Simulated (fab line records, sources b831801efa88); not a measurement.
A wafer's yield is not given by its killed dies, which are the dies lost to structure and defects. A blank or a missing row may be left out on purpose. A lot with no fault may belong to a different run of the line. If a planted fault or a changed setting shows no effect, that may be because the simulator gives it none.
A struck lot beside a sound one + flow gf180mcu + 30 steps out of a route of 602
Sound: these wafers, L973.1, L973.2, L973.4. Wafers L978.2, L978.3, L978.5 were the ones struck. Last of all comes the cause.
Per side, at each step with rows, come the tool, then ch with its chambers, and then its first start. Under that, the readings that differ: sound wafers + struck wafers + difference of the means + sigmas: that difference in standard deviations of wafers without a fault.
alike: a reading whose means differ by less than 2 such deviations, as well as words and numbers matching on both sides. not compared: withheld readings; readings where some wafer has no value; bounds like >300 that might hide an equal value; numbers whose values overlap and for which the record gives no deviation.
A row with sigmas, a row that says differs or no value, or rows on one side alone: a step with any of these is where the two part. Numbers that don't overlap but have no deviation are shown without sigmas and don't part them. Lack of a reading on every wafer of one side parts them only where that side has two or more wafers.

first, 8 steps without rows for these wafers: GF_HV_LDD_STRIP_49 (strips in O2/N2); GF_HV_LDD_CLEAN_51 (cleans in SC1/SC2, time 150 s); GF_HV_LDD_RTA_52 (time 10 s); GF_HV_LDD_CVD_54 (deposits SiO2 from TEOS, target thk 10 nm, time 75 s); GF_HV_LDD_CVD_56 (deposits Si3N4 from DCS/NH3, target thk 90 nm, time 1543 s); GF_HV_LDD_ETCHBACK_58 (etches Si3N4 in CH3F/O2, stops on SiO2, time 100 s, target depth 90 nm); GF_NSD_DEHYDRATE_00 (time 60 s); GF_NSD_HMDS_01 (prime time 60 s).
GF_NSD_COAT_02: resist thk 1000 nm.
  sound on litho_track-04 ch 0, day 13 02:47; struck on litho_track-04, day 14 19:28
  no value came back on the struck wafers for chill_plate_temp_C (C), dispense_pressure_kPa (kPa), exhaust_pa (Pa); on the sound wafers chill_plate_temp_C (C) reads 22.79 23.10 23.07
then, 4 steps without rows for these wafers: GF_NSD_SOFTBAKE_03 (time 60 s); GF_NSD_EXPOSE_04 (exposes mask Nplus, target cd 400 nm); GF_NSD_PEB_05; GF_NSD_DEVELOP_06 (develop time 60 s).
GF_NSD_CD_MEAS_07: target cd 400 nm.
  sound: cd_sem-01 at day 13 13:05; struck: cd_sem-01 at day 15 06:25
| reading    | sound             | struck | difference                    | sigmas |
|------------|-------------------|--------|-------------------------------|--------|
| cd_nm (nm) | 399.7 400.1 400.1 | - - -  | no value on the struck wafers |        |
GF_NSD_OVL_MEAS_08:
  sound: overlay-02 at day 13 13:12; struck: overlay-02 at day 15 06:32
| reading      | sound        | struck | difference                    | sigmas |
|--------------|--------------|--------|-------------------------------|--------|
| NSD_OVL (nm) | 1.5 -0.1 0.0 | - - -  | no value on the struck wafers |        |
then, 12 steps without rows for these wafers: GF_NSD_IMPLANT_09; GF_NSD_IMPLANT_10; GF_NSD_STRIP_11 (strips in O2/N2); GF_PSD_DEHYDRATE_00 (time 60 s); GF_PSD_HMDS_01 (prime time 60 s); GF_PSD_COAT_02 (resist thk 1000 nm); GF_PSD_SOFTBAKE_03 (time 60 s); GF_PSD_EXPOSE_04 (exposes mask Pplus, target cd 400 nm); GF_PSD_PEB_05; GF_PSD_DEVELOP_06 (develop time 60 s); GF_PSD_IMPLANT_09; GF_PSD_STRIP_10 (strips in O2/N2).
GF_PSD_TW_MEAS_11:
  sound: film_metro-02 at day 14 10:35; struck: film_metro-03 at day 16 04:21
| reading | sound          | struck         | difference | sigmas |
|---------|----------------|----------------|------------|--------|
| PSD_TW  | 3158 3159 3152 | 4314 4317 4329 | +1164      | +30    |
then, 1 step without rows for these wafers: GF_PSD_CLEAN_12 (cleans in SC1/SC2, time 150 s).
-- the record jumps here: 15 days lie between the struck wafers' starts before and after (it left off in module PSD and takes up again in module PASSIVATION, whose first step shown is number 602 of the route) --
GF_PASSIVATION_PROBE_99:
  rows exist in the record for the struck wafers here (prober-01, day 30 17:29), but not for the sound ones

## WHERE THEY PART
Last at GF_PASSIVATION_PROBE_99 as far as this record goes, first at GF_NSD_COAT_02.

WHY: whatever the simulator had introduced
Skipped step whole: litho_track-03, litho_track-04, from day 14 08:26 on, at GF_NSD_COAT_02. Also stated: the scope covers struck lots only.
